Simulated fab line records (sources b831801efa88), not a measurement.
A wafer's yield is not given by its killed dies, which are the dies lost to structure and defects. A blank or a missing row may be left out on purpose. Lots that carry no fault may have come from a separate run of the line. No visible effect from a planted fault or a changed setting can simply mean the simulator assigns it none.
8D (eight disciplines) problem report, filled in by code || flow gf180mcu || the parts of the form that need people (team, actions taken, sign-off) are left out

== 1. PROBLEM STATEMENT ==
DUAL_GATE_OXIDATION_00_THK at GF_DUAL_GATE_THK_MEAS_03 reads a mean of 12.11 nm on 6 wafers of 2 lots; wafers without a fault read 10.79 nm with a standard deviation of 0.19. That puts it +7.0 standard deviations away from the usual mean.
First observed at day 9 19:32: wafer L926.2, on film_metro-02. The record holds 39 wafers of 13 lots with a number at this step. The rule behind "out" and "out of limits": a value lying over 4 standard deviations away from the usual mean. All remaining wafers that have a number are taken as sound.

== 2. WHAT IT IS, AND WHAT IT ISN'T ==
{"question": "which readings at this step", "is": "DUAL_GATE_OXIDATION_00_THK", "is not": "-"}
{"question": "which lots", "is": "L926, L928", "is not": "L919, L920, L921, L923, L935, L936, L937, L938, L940, L941, L942"}
{"question": "which wafers of those lots", "is": "all that have a number", "is not": "-"}
{"question": "read on which gauges", "is": "film_metro-01, film_metro-02", "is not": "film_metro-03"}
{"question": "when", "is": "from day 9 19:32", "is not": "up to then (12 sound wafers); but 21 sound wafers of L935, L936, L937, L938, L940, L941, L942 came after"}

== 3. WHAT RULES OUT EACH SUSPECT ==
Counting: any tool at a process step up to the reading is kept as a suspect provided that every lot that is out went through it and no sound lot did after the first of them.
- ruled out: the gauge at GF_DUAL_GATE_THK_MEAS_03. Those wafers that are out were read across 2 gauges (film_metro-01, film_metro-02).
- furnace-02 at GF_DUAL_GATE_OXIDATION_02 (stabilise 600 s, purge 300 s, target thk 10.887 nm): ruled out as a lasting fault. The sound lots L937, L941 went through it after L926, its earliest lot that is out (day 9 18:05).
Left after counting: nothing in the record.

== 4. THE CAUSE (what the simulator had put in) ==
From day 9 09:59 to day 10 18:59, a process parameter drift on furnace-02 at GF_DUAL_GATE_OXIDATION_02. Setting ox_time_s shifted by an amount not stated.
The count ruled it out by mistake, since the rule takes a fault to strike every lot its tool runs from the start of the fault on, and this one did not do so.

== 5. THE EFFECT CHAIN, in route order ==
Each row: a reading whose mean over the struck wafers that have a number lies more than 3 standard deviations from the usual. Readings are gone through only where the record gives a usual standard deviation; hours: the median, over the lots, of the time from a lot's start at the first step in this table giving one to that lot's start at this step; sigmas: the change measured in usual standard deviations.
{"hours": 0, "step": "GF_DUAL_GATE_THK_MEAS_03", "reading": "DUAL_GATE_OXIDATION_00_THK", "usual": "10.79 nm", "on struck wafers": 12.11, "change": "+1.32", "sigmas": "+7.0"}
Later measuring or inspecting steps at which every struck wafer that the step has a row for has a number for every such reading, and none has moved that far: GF_POLY_GATE_OVL_MEAS_11.

== 6. HOW IT WOULD HAVE BEEN CAUGHT EARLIER ==
Counted from the fault's start at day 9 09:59, it took 10 hours until the first out-of-limits reading at a measuring or inspecting step in this record, taken at day 9 19:32.
An alarm limit of 4 standard deviations would not have fired on the tool readings at GF_DUAL_GATE_OXIDATION_02 for which the record gives a usual standard deviation, since none of them was out on any struck wafer.
